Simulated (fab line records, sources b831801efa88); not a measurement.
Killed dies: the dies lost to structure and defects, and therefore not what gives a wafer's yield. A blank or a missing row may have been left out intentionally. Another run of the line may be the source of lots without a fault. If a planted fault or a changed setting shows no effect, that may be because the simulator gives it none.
Which tool is to blame?	flow sky130	39 wafers from 13 lots sampled at 2 of the route's 708 steps

WHAT EACH GAUGE READ, for each wafer
The record lacks any reading of a measuring or inspecting step that a usual standard deviation could be used to judge.

TOOL THAT RAN EACH LOT (tool first, then ch and the chambers of the sampled wafers, then the start)
lot	SKY_METAL2_METAL_ETCH_19	SKY_METAL2_STRIP_20
L827	rie_metal-03 ch 1, day 35 10:02	plasma_asher-01 ch 0,1, day 35 10:08
L828	rie_metal-02 ch 0,1, day 35 20:28	plasma_asher-02 ch 0,1, day 35 20:33
L831	rie_metal-03 ch 0,1, day 36 21:23	plasma_asher-03 ch 0,1, day 36 21:29
L832	rie_metal-01 ch 0,1, day 36 22:08	plasma_asher-01 ch 0,1, day 36 22:13
L834	rie_metal-01 ch 0,1, day 37 19:48	plasma_asher-02 ch 0,1, day 37 19:53
L835	rie_metal-01 ch 0,1, day 38 04:14	plasma_asher-03 ch 0,1, day 38 04:19
L844	rie_metal-03 ch 0,1, day 40 22:59	plasma_asher-03 ch 0,1, day 40 23:05
L843	rie_metal-02 ch 0,1, day 41 02:54	plasma_asher-01 ch 1, day 41 02:59
L845	rie_metal-02 ch 0,1, day 41 09:56	plasma_asher-03 ch 0,1, day 41 10:02
L846	rie_metal-01 ch 0,1, day 41 13:08	plasma_asher-02 ch 0,1, day 41 13:14
L847	rie_metal-01 ch 0,1, day 41 17:11	plasma_asher-02 ch 0,1, day 41 17:17
L848	rie_metal-02 ch 0,1, day 41 21:03	plasma_asher-03 ch 0,1, day 41 21:08
L849	rie_metal-02 ch 0,1, day 42 02:59	plasma_asher-01 ch 0,1, day 42 03:04
- SKY_METAL2_METAL_ETCH_19: etches the open film in Cl2/BCl3, stops on SiO2, target depth 360 nm, time 78 s.
- SKY_METAL2_STRIP_20: strips in O2/N2.

AS READ BY THE TOOLS THEMSELVES (means over the sampled wafers that have a number; for cases with no such wafer, the mark the record gives instead)
SKY_METAL2_METAL_ETCH_19. Usual: bias_w 48.51 W, standard deviation 0.16; drypump_motor_current_A 6.1 A, standard deviation 0.32; oes_product_au 0.852 a.u., standard deviation 0.0063; throttle_valve_pct 22.265 %, standard deviation 0.0081.
lot	tool	bias_w (W)	drypump_motor_current_A (A)	oes_product_au (a.u.)	throttle_valve_pct (%)	flag
L827	rie_metal-03	48.18	5.6	0.847	22.267	
L828	rie_metal-02	48.48	6.3	0.859	22.268	
L831	rie_metal-03	48.46	6.0	0.847	22.266	
L832	rie_metal-01	48.50	6.1	0.859	22.270	
L834	rie_metal-01	51.75	6.1	0.848	22.261	OFF
L835	rie_metal-01	55.21	6.1	0.848	22.256	OFF
L844	rie_metal-03	48.46	6.0	0.854	22.263	
L843	rie_metal-02	48.52	6.1	0.860	22.264	
L845	rie_metal-02	48.55	6.1	0.846	22.273	
L846	rie_metal-01	48.44	6.1	0.850	22.265	
L847	rie_metal-01	48.61	6.1	0.851	22.261	
L848	rie_metal-02	48.51	6.3	0.850	22.262	
L849	rie_metal-02	48.40	6.3	0.855	22.269	

SKY_METAL2_STRIP_20. Usual: drypump_motor_current_A 5.7 A, standard deviation 0.45; oes_product_au 0.343 a.u., standard deviation 0.0044; strip_time_to_endpoint_s 2.710 s, standard deviation 0.027.
lot	tool	drypump_motor_current_A (A)	oes_product_au (a.u.)	strip_time_to_endpoint_s (s)	flag
L827	plasma_asher-01	5.5	0.344	2.705	
L828	plasma_asher-02	5.8	0.339	2.715	
L831	plasma_asher-03	6.0	0.345	2.736	
L832	plasma_asher-01	5.3	0.344	2.702	
L834	plasma_asher-02	5.5	0.338	2.606	OFF
L835	plasma_asher-03	6.0	0.336	2.529	OFF
L844	plasma_asher-03	6.3	0.344	2.707	
L843	plasma_asher-01	5.7	0.343	2.727	
L845	plasma_asher-03	6.0	0.337	2.719	
L846	plasma_asher-02	5.8	0.345	2.719	
L847	plasma_asher-02	5.8	0.345	2.709	
L848	plasma_asher-03	6.3	0.347	2.719	
L849	plasma_asher-01	5.3	0.344	2.740	

THE ANSWER, worked out from the rows above alone
Rule: lot off if the mean of its wafers having a number is beyond 3 standard deviations from the usual mean. A lot without any number at a reading at which 4 lots or more have one is off too. Any other lot the step has rows for is counted as sound. First the gauges in route order, then the tools' own readings, where a lot's mean is used as printed above. At the first step where some lot is off, the reading lying furthest off is the one used; lots without a number count as furthest.
Off: L834, L835 (SKY_METAL2_METAL_ETCH_19, bias_w).
If a tool, at that step or one of the process steps before it, ran each lot that is off and ran no sound lot following the first of them, it fits. No candidate that was tried fits.

WHAT HAD BEEN PUT IN BY THE SIMULATOR
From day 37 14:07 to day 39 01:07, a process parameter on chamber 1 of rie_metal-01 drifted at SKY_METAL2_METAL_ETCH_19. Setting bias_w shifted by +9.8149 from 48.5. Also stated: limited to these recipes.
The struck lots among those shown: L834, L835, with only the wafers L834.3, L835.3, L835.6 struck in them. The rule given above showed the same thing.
